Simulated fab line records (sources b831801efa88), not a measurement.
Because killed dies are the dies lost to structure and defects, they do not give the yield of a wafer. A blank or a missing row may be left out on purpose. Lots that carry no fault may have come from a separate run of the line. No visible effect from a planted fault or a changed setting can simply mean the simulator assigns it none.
fab line records :: flow sky130
record:
  lots: 6
  wafers: 18
  last_day: 49
route steps=708 shown RES_XHIGH@360 SALICIDE@361 LI_CONTACT@362
lots untouched by any fault: they come from a run of this same line in which no faults occurred
start_h: hours from the record's first day to the start of the lot's first wafer shown :: wait_h: hours elapsed since this lot's preceding step :: " repeats the value in the row above :: L1.1+2: several wafers, shown together as one row :: - no value, or no start given :: * or withheld: withheld :: < > ~ a bound
route shown NAME@n: names a module that has steps shown in the file, with the first one's number in the route :: usual: the fault-free wafers' mean and standard deviation :: same: alike in all rows :: chamber/n: place in a boat :: sites: each site's reading :: _std_site: the values' standard deviation :: _edge_site: inner sites' mean taken away from outer sites' mean :: radius_mm: for every site, how far away it sits from the centre of the wafer :: mask NAME#n: copy n :: behind: the tool/chamber that last shaped the wafer :: hold: cause of the lot's hold/its duration in hours/its outcome :: device: transistor that didn't switch, given as n, p or np :: end of line: the route-end tests of the same wafers :: a step given without rows: its recipe and nothing more :: killed: dies that structure and defects cost at the first sort, which is not the same as the wafer's yield :: map: a wafer's dies, marking killed ones x, the rest . and places with no die _
set.NAME: the setting that was run; set.NAME@STEP: the one run at that earlier step :: model.NAME: the simulator's own value behind a step, which no gauge read
lots at selected steps of the route; one table per step, one row per wafer
services: the hour from which a tool's chamber was out of use, counted from the record's first day as start_h (under 0 if before that day), plus the number of hours and why
== steps ==
step: SKY_SD_N_RS_MEAS_18
recipe:
  thk_meas_gauge: four-point-probe
usual:
  RES_XHIGH_RS: 333.0/1.3
lot.wafer: L590.1
tool: film_metro-03
chamber: -
start_h: 656.09
wait_h: 0.1
RES_XHIGH_RS[ohm/sq]: 332.5

lot.wafer: L590.2
tool: film_metro-03
chamber: -
start_h: 656.09
wait_h: 0.1
RES_XHIGH_RS[ohm/sq]: 331.1

lot.wafer: L590.4
tool: film_metro-03
chamber: -
start_h: 656.09
wait_h: 0.1
RES_XHIGH_RS[ohm/sq]: 331.8

lot.wafer: L593.2
tool: film_metro-04
chamber: -
start_h: 681.81
wait_h: 0.1
RES_XHIGH_RS[ohm/sq]: 332.5

lot.wafer: L593.3
tool: film_metro-04
chamber: -
start_h: 681.81
wait_h: 0.1
RES_XHIGH_RS[ohm/sq]: 333.0

lot.wafer: L593.4
tool: film_metro-04
chamber: -
start_h: 681.81
wait_h: 0.1
RES_XHIGH_RS[ohm/sq]: 332.4

lot.wafer: L594.2
tool: film_metro-04
chamber: -
start_h: 688.99
wait_h: 0.1
RES_XHIGH_RS[ohm/sq]: 333.2

lot.wafer: L594.4
tool: film_metro-04
chamber: -
start_h: 688.99
wait_h: 0.1
RES_XHIGH_RS[ohm/sq]: 333.1

lot.wafer: L594.6
tool: film_metro-04
chamber: -
start_h: 688.99
wait_h: 0.1
RES_XHIGH_RS[ohm/sq]: 332.5

lot.wafer: L595.4
tool: film_metro-02
chamber: -
start_h: 699.35
wait_h: 0.1
RES_XHIGH_RS[ohm/sq]: 334.5

lot.wafer: L595.5
tool: film_metro-02
chamber: -
start_h: 699.35
wait_h: 0.1
RES_XHIGH_RS[ohm/sq]: 334.4

lot.wafer: L595.6
tool: film_metro-02
chamber: -
start_h: 699.35
wait_h: 0.1
RES_XHIGH_RS[ohm/sq]: 333.4

lot.wafer: L606.3
tool: film_metro-02
chamber: -
start_h: 784.88
wait_h: 0.1
RES_XHIGH_RS[ohm/sq]: 332.7

lot.wafer: L606.4
tool: film_metro-02
chamber: -
start_h: 784.88
wait_h: 0.1
RES_XHIGH_RS[ohm/sq]: 333.2

lot.wafer: L606.5
tool: film_metro-02
chamber: -
start_h: 784.88
wait_h: 0.1
RES_XHIGH_RS[ohm/sq]: 333.0

lot.wafer: L607.1
tool: film_metro-02
chamber: -
start_h: 797.00
wait_h: 0.1
RES_XHIGH_RS[ohm/sq]: 332.2

lot.wafer: L607.3
tool: film_metro-02
chamber: -
start_h: 797.00
wait_h: 0.1
RES_XHIGH_RS[ohm/sq]: 333.9

lot.wafer: L607.4
tool: film_metro-02
chamber: -
start_h: 797.00
wait_h: 0.1
RES_XHIGH_RS[ohm/sq]: 334.1
step: SKY_SALICIDE_CLEAN_00
recipe:
  chemistry: HF-last
  time_s: 30
  dilution: 100:1
  dry: ipa_marangoni
step: SKY_LI_CONTACT_HDPCVD_00
recipe:
  material: PSG
  target_thk_nm: 930
  sigma_open_frac: 0.3
  time_s: 155
  temp_c: 600
  sih4_flow_sccm: 60
  pressure_mtorr: 6
step: SKY_LI_CONTACT_THK_MEAS_01
recipe:
  reads: PSG_of_LI_CONTACT_HDPCVD_00
usual:
  LI_CONTACT_HDPCVD_THK: 926/13
lot.wafer: L590.1
tool: film_metro-02
chamber: -
start_h: 656.33
wait_h: 0.1
LI_CONTACT_HDPCVD_THK[nm]: 945

lot.wafer: L590.2
tool: film_metro-02
chamber: -
start_h: 656.33
wait_h: 0.1
LI_CONTACT_HDPCVD_THK[nm]: 933

lot.wafer: L590.4
tool: film_metro-02
chamber: -
start_h: 656.33
wait_h: 0.1
LI_CONTACT_HDPCVD_THK[nm]: 947

lot.wafer: L593.2
tool: film_metro-04
chamber: -
start_h: 682.04
wait_h: 0.1
LI_CONTACT_HDPCVD_THK[nm]: 916

lot.wafer: L593.3
tool: film_metro-04
chamber: -
start_h: 682.04
wait_h: 0.1
LI_CONTACT_HDPCVD_THK[nm]: 908

lot.wafer: L593.4
tool: film_metro-04
chamber: -
start_h: 682.04
wait_h: 0.1
LI_CONTACT_HDPCVD_THK[nm]: 909

lot.wafer: L594.2
tool: film_metro-04
chamber: -
start_h: 689.22
wait_h: 0.1
LI_CONTACT_HDPCVD_THK[nm]: 914

lot.wafer: L594.4
tool: film_metro-04
chamber: -
start_h: 689.22
wait_h: 0.1
LI_CONTACT_HDPCVD_THK[nm]: 919

lot.wafer: L594.6
tool: film_metro-04
chamber: -
start_h: 689.22
wait_h: 0.1
LI_CONTACT_HDPCVD_THK[nm]: 928

lot.wafer: L595.4
tool: film_metro-04
chamber: -
start_h: 699.56
wait_h: 0.0
LI_CONTACT_HDPCVD_THK[nm]: 913

lot.wafer: L595.5
tool: film_metro-04
chamber: -
start_h: 699.56
wait_h: 0.0
LI_CONTACT_HDPCVD_THK[nm]: 916

lot.wafer: L595.6
tool: film_metro-04
chamber: -
start_h: 699.56
wait_h: 0.0
LI_CONTACT_HDPCVD_THK[nm]: 924

lot.wafer: L606.3
tool: film_metro-03
chamber: -
start_h: 785.15
wait_h: 0.1
LI_CONTACT_HDPCVD_THK[nm]: 952

lot.wafer: L606.4
tool: film_metro-03
chamber: -
start_h: 785.15
wait_h: 0.1
LI_CONTACT_HDPCVD_THK[nm]: 927

lot.wafer: L606.5
tool: film_metro-03
chamber: -
start_h: 785.15
wait_h: 0.1
LI_CONTACT_HDPCVD_THK[nm]: 926

lot.wafer: L607.1
tool: film_metro-04
chamber: -
start_h: 797.24
wait_h: 0.1
LI_CONTACT_HDPCVD_THK[nm]: 929

lot.wafer: L607.3
tool: film_metro-04
chamber: -
start_h: 797.24
wait_h: 0.1
LI_CONTACT_HDPCVD_THK[nm]: 933

lot.wafer: L607.4
tool: film_metro-04
chamber: -
start_h: 797.24
wait_h: 0.1
LI_CONTACT_HDPCVD_THK[nm]: 931
step: SKY_LI_CONTACT_CMP_02
recipe:
  material: PSG
  down_force_psi: 4
  platen_rpm: 60
  pad_velocity_m_s: 0.94248
usual:
  motor_current_A: 12.7/1.6
  slurry_filter_dp_kPa: 13.47/0.13
  time_to_endpoint_s: 30/3.5
lot.wafer: L590.2
tool: cmp-01
chamber: 1
start_h: 656.44
wait_h: 0.1
motor_current_A: 11.6
slurry_filter_dp_kPa: 13.49
time_to_endpoint_s: 30

lot.wafer: L590.1
tool: cmp-01
chamber: 2
start_h: 656.44
wait_h: 0.1
motor_current_A: 11.9
slurry_filter_dp_kPa: 13.34
time_to_endpoint_s: 31

lot.wafer: L590.4
tool: cmp-01
chamber: 3
start_h: 656.44
wait_h: 0.1
motor_current_A: 15.8
slurry_filter_dp_kPa: 13.36
time_to_endpoint_s: 32

lot.wafer: L593.2
tool: cmp-01
chamber: 3
start_h: 682.14
wait_h: 0.1
motor_current_A: 15.1
slurry_filter_dp_kPa: 13.38
time_to_endpoint_s: 31

lot.wafer: L593.4
tool: cmp-01
chamber: 0
start_h: 682.14
wait_h: 0.1
motor_current_A: 11.7
slurry_filter_dp_kPa: 13.48
time_to_endpoint_s: 23

lot.wafer: L593.3
tool: cmp-01
chamber: 1
start_h: 682.14
wait_h: 0.1
motor_current_A: 11.3
slurry_filter_dp_kPa: 13.38
time_to_endpoint_s: 29

lot.wafer: L594.4
tool: cmp-01
chamber: 1
start_h: 689.27
wait_h: 0.0
motor_current_A: 11.7
slurry_filter_dp_kPa: 13.56
time_to_endpoint_s: 30

lot.wafer: L594.2
tool: cmp-01
chamber: 0
start_h: 689.27
wait_h: 0.0
motor_current_A: 11.6
slurry_filter_dp_kPa: 13.33
time_to_endpoint_s: 26

lot.wafer: L594.6
tool: cmp-01
chamber: 2
start_h: 689.27
wait_h: 0.0
motor_current_A: 11.4
slurry_filter_dp_kPa: 13.58
time_to_endpoint_s: 34

lot.wafer: L595.4
tool: cmp-01
chamber: 1
start_h: 699.69
wait_h: 0.1
motor_current_A: 12.1
slurry_filter_dp_kPa: 13.55
time_to_endpoint_s: 27

lot.wafer: L595.5
tool: cmp-01
chamber: 3
start_h: 699.69
wait_h: 0.1
motor_current_A: 15.6
slurry_filter_dp_kPa: 13.53
time_to_endpoint_s: 28

lot.wafer: L595.6
tool: cmp-01
chamber: 0
start_h: 699.69
wait_h: 0.1
motor_current_A: 12.0
slurry_filter_dp_kPa: 13.57
time_to_endpoint_s: 22

lot.wafer: L606.4
tool: cmp-01
chamber: 3
start_h: 785.29
wait_h: 0.1
motor_current_A: 16.0
slurry_filter_dp_kPa: 13.45
time_to_endpoint_s: 30

lot.wafer: L606.3
tool: cmp-01
chamber: 0
start_h: 785.29
wait_h: 0.1
motor_current_A: 12.1
slurry_filter_dp_kPa: 13.57
time_to_endpoint_s: 30

lot.wafer: L606.5
tool: cmp-01
chamber: 1
start_h: 785.29
wait_h: 0.1
motor_current_A: 12.0
slurry_filter_dp_kPa: 13.28
time_to_endpoint_s: 29

lot.wafer: L607.3
tool: cmp-02
chamber: 2
start_h: 797.30
wait_h: 0.0
motor_current_A: 13.4
slurry_filter_dp_kPa: 13.42
time_to_endpoint_s: 34

lot.wafer: L607.1
tool: cmp-02
chamber: 0
start_h: 797.30
wait_h: 0.0
motor_current_A: 12.1
slurry_filter_dp_kPa: 13.44
time_to_endpoint_s: 35

lot.wafer: L607.4
tool: cmp-02
chamber: 1
start_h: 797.30
wait_h: 0.0
motor_current_A: 12.0
slurry_filter_dp_kPa: 13.43
time_to_endpoint_s: 34
step: SKY_LI_CONTACT_BOW_MEAS_03
recipe:
  mode: bow
usual:
  LI_CONTACT_BOW: 56/7.1
lot.wafer: L590.1
tool: film_metro-04
chamber: -
start_h: 656.69
wait_h: 0.1
LI_CONTACT_BOW[um]: 46

lot.wafer: L590.2
tool: film_metro-04
chamber: -
start_h: 656.69
wait_h: 0.1
LI_CONTACT_BOW[um]: 50

lot.wafer: L590.4
tool: film_metro-04
chamber: -
start_h: 656.69
wait_h: 0.1
LI_CONTACT_BOW[um]: 40

lot.wafer: L593.2
tool: film_metro-04
chamber: -
start_h: 682.41
wait_h: 0.2
LI_CONTACT_BOW[um]: 65

lot.wafer: L593.3
tool: film_metro-04
chamber: -
start_h: 682.41
wait_h: 0.2
LI_CONTACT_BOW[um]: 53

lot.wafer: L593.4
tool: film_metro-04
chamber: -
start_h: 682.41
wait_h: 0.2
LI_CONTACT_BOW[um]: 58

lot.wafer: L594.2
tool: film_metro-03
chamber: -
start_h: 689.59
wait_h: 0.1
LI_CONTACT_BOW[um]: 51

lot.wafer: L594.4
tool: film_metro-03
chamber: -
start_h: 689.59
wait_h: 0.1
LI_CONTACT_BOW[um]: 57

lot.wafer: L594.6
tool: film_metro-03
chamber: -
start_h: 689.59
wait_h: 0.1
LI_CONTACT_BOW[um]: 54

lot.wafer: L595.4
tool: film_metro-04
chamber: -
start_h: 699.95
wait_h: 0.2
LI_CONTACT_BOW[um]: 56

lot.wafer: L595.5
tool: film_metro-04
chamber: -
start_h: 699.95
wait_h: 0.2
LI_CONTACT_BOW[um]: 48

lot.wafer: L595.6
tool: film_metro-04
chamber: -
start_h: 699.95
wait_h: 0.2
LI_CONTACT_BOW[um]: 62

lot.wafer: L606.3
tool: film_metro-03
chamber: -
start_h: 785.53
wait_h: 0.1
LI_CONTACT_BOW[um]: 62

lot.wafer: L606.4
tool: film_metro-03
chamber: -
start_h: 785.53
wait_h: 0.1
LI_CONTACT_BOW[um]: 49

lot.wafer: L606.5
tool: film_metro-03
chamber: -
start_h: 785.53
wait_h: 0.1
LI_CONTACT_BOW[um]: 65

lot.wafer: L607.1
tool: film_metro-04
chamber: -
start_h: 797.60
wait_h: 0.1
LI_CONTACT_BOW[um]: 52

lot.wafer: L607.3
tool: film_metro-04
chamber: -
start_h: 797.60
wait_h: 0.1
LI_CONTACT_BOW[um]: 63

lot.wafer: L607.4
tool: film_metro-04
chamber: -
start_h: 797.60
wait_h: 0.1
LI_CONTACT_BOW[um]: 59
step: SKY_LI_CONTACT_DEHYDRATE_04
recipe:
  temp_c: 200
  time_s: 60
step: SKY_LI_CONTACT_HMDS_05
recipe:
  prime_time_s: 60
  prime_temp_c: 120
step: SKY_LI_CONTACT_COAT_06
recipe:
  resist: BARC
  temp_c: withheld
  time_s: withheld
  spin_rpm: 3000
  resist_thk_nm: 60
step: SKY_LI_CONTACT_COAT_07
recipe:
  resist: KrF-thick
  spin_rpm: 3000
  resist_thk_nm: 450
step: SKY_LI_CONTACT_SOFTBAKE_08
recipe:
  temp_c: 100.9
  time_s: 90
  resist: KrF-thick
step: SKY_LI_CONTACT_EXPOSE_09
recipe:
  mask_id: LICM1
  na: 0.8
  source_shape: annular
  sigma_inner: 0.55
  sigma_outer: 0.85
  target_cd_nm: 170
  dose_mj: 38
step: SKY_LI_CONTACT_PEB_10
recipe:
  peb_temp_c: withheld
  peb_time_s: withheld
  resist: KrF-thick
usual:
  chill_plate_temp_C: *
  exhaust_pa: 45.0/0.9
lot.wafer: L590.1
tool: litho_track-01
chamber: 0
start_h: 684
wait_h: -
chill_plate_temp_C: *
exhaust_pa: 43.7

lot.wafer: L590.2
tool: litho_track-01
chamber: 0
start_h: 684
wait_h: -
chill_plate_temp_C: *
exhaust_pa: 43.5

lot.wafer: L590.4
tool: litho_track-01
chamber: 0
start_h: 684
wait_h: -
chill_plate_temp_C: *
exhaust_pa: 44.4

lot.wafer: L593.2
tool: litho_track-02
chamber: -
start_h: 710
wait_h: -
chill_plate_temp_C: -
exhaust_pa: -

lot.wafer: L593.3
tool: litho_track-02
chamber: -
start_h: 710
wait_h: -
chill_plate_temp_C: -
exhaust_pa: -

lot.wafer: L593.4
tool: litho_track-02
chamber: -
start_h: 710
wait_h: -
chill_plate_temp_C: -
exhaust_pa: -

lot.wafer: L594.2
tool: litho_track-02
chamber: -
start_h: 717
wait_h: -
chill_plate_temp_C: -
exhaust_pa: -

lot.wafer: L594.4
tool: litho_track-02
chamber: -
start_h: 717
wait_h: -
chill_plate_temp_C: -
exhaust_pa: -

lot.wafer: L594.6
tool: litho_track-02
chamber: -
start_h: 717
wait_h: -
chill_plate_temp_C: -
exhaust_pa: -

lot.wafer: L595.4
tool: litho_track-01
chamber: 0
start_h: 727
wait_h: -
chill_plate_temp_C: *
exhaust_pa: 45.1

lot.wafer: L595.5
tool: litho_track-01
chamber: 0
start_h: 727
wait_h: -
chill_plate_temp_C: *
exhaust_pa: 44.5

lot.wafer: L595.6
tool: litho_track-01
chamber: 0
start_h: 727
wait_h: -
chill_plate_temp_C: *
exhaust_pa: 44.8

lot.wafer: L606.3
tool: litho_track-02
chamber: 0
start_h: 813
wait_h: -
chill_plate_temp_C: *
exhaust_pa: 44.7

lot.wafer: L606.4
tool: litho_track-02
chamber: 0
start_h: 813
wait_h: -
chill_plate_temp_C: *
exhaust_pa: 44.7

lot.wafer: L606.5
tool: litho_track-02
chamber: 0
start_h: 813
wait_h: -
chill_plate_temp_C: *
exhaust_pa: 45.1

lot.wafer: L607.1
tool: litho_track-04
chamber: 0
start_h: 824
wait_h: -
chill_plate_temp_C: *
exhaust_pa: 47.6

lot.wafer: L607.3
tool: litho_track-04
chamber: 0
start_h: 824
wait_h: -
chill_plate_temp_C: *
exhaust_pa: 46.7

lot.wafer: L607.4
tool: litho_track-04
chamber: 0
start_h: 824
wait_h: -
chill_plate_temp_C: *
exhaust_pa: 44.9
step: SKY_LI_CONTACT_DEVELOP_11
recipe:
  develop_time_s: 60
  resist: KrF-thick
  dev_temp_c: 21
== services ==
tool: cmp-02
chamber: -
start_h: 655.40
hours: 7.3
kind: pm

tool: cmp-02
chamber: -
start_h: 678.34
hours: 2.1
kind: repair

tool: cmp-02
chamber: -
start_h: 680.43
hours: 5.7
kind: pm

tool: cmp-01
chamber: -
start_h: 703.94
hours: 1.2
kind: repair

tool: cmp-02
chamber: -
start_h: 744.19
hours: 4.0
kind: pm

tool: cmp-02
chamber: -
start_h: 748.19
hours: -
kind: consumable_replace:conditioner

tool: cmp-02
chamber: -
start_h: 748.19
hours: -
kind: consumable_replace:pad

tool: cmp-01
chamber: -
start_h: 805.19
hours: 6.2
kind: pm
== key ==
first_sign:
  step: SKY_LI_CONTACT_PEB_10
  reading: tool_record
  direction: missing
effect none on later readings
met_at SKY_LI_CONTACT_PEB_10
struck_wafers L593.2,L593.3,L593.4,L594.2,L594.4,L594.6
later_rows_left_out L593.2,L593.3,L593.4,L594.2,L594.4,L594.6
sort_left_out L593.2,L593.3,L593.4,L594.2,L594.4,L594.6
tester_left_out L593,L594
fault:
  kind: skipped_step_whole
  tool: litho_track-02
  chamber: -
  onset_h: 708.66
  steps: SKY_LI_CONTACT_PEB_10
  scope: struck_lots_only
tester_left_out: of these lots the tester's yield and bins aren't shown, on N5 and GAA mostly nor the transistor test; their killed dies are dies lost to structure and defects alone, not to doping, threshold or leakage, so they don't give the yield
sort_left_out: the simulated sort isn't trusted on such a fault, so these wafers' sort isn't shown, and their yield isn't known
later_rows_left_out: the simulator's readings of these wafers behind a module that went badly wrong aren't trusted and aren't shown, but for the sort
